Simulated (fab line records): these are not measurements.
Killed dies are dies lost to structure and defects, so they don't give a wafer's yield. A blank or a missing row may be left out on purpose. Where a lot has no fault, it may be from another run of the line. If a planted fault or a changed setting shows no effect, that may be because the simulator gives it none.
Chamber matching -- flow sky130 -- SKY_VIA4_CMP_21 on cmp-02: 4 sister chambers
The step polishes, stops on SiO2, t overpolish 25 s, target thk 0 nm. 4 wafers are shown with their chamber, then 7 later ones without.

== WAFERS PAIRED WITH THEIR CHAMBERS ==
wafer,chamber,motor_current_A (A)
L130.1,3,9.4
L130.3,1,11.6
L131.1,0,13.1
L131.2,2,10.1

== WAFERS WHOSE CHAMBER IS MISSING ==
wafer,motor_current_A (A)
L131.3,9.8
L142.1,12.7
L142.2,9.6
L142.5,9.2
L147.2,10.5
L147.3,11.4
L147.5,10.1

== THE CHAMBER EACH PASSED THROUGH ==
wafer,from the rows above,in truth
L131.3,can't be placed: 2 or 3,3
L142.1,0,0
L142.2,can't be placed: 3 or 2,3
L142.5,3,3
L147.2,2,2
L147.3,1,1
L147.5,2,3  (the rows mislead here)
Placed correctly: 4 of 7. Unplaceable from these rows: 2, with the true chamber sitting among the candidates in 2. Number placed wrongly: 1.
How it was worked out, from the rows above alone: a wafer's distance from a chamber is the root of the sum, over the readings, of the square of ((its reading less the chamber's mean) divided by the reading's scatter). The wafer belongs to the nearest chamber; if the next one is less than 2 further off, it can't be placed. A chamber's mean is the mean of its shown wafers. The scatter: root of mean squared gap, hidden wafer to nearest shown wafer, with one shown wafer a chamber.
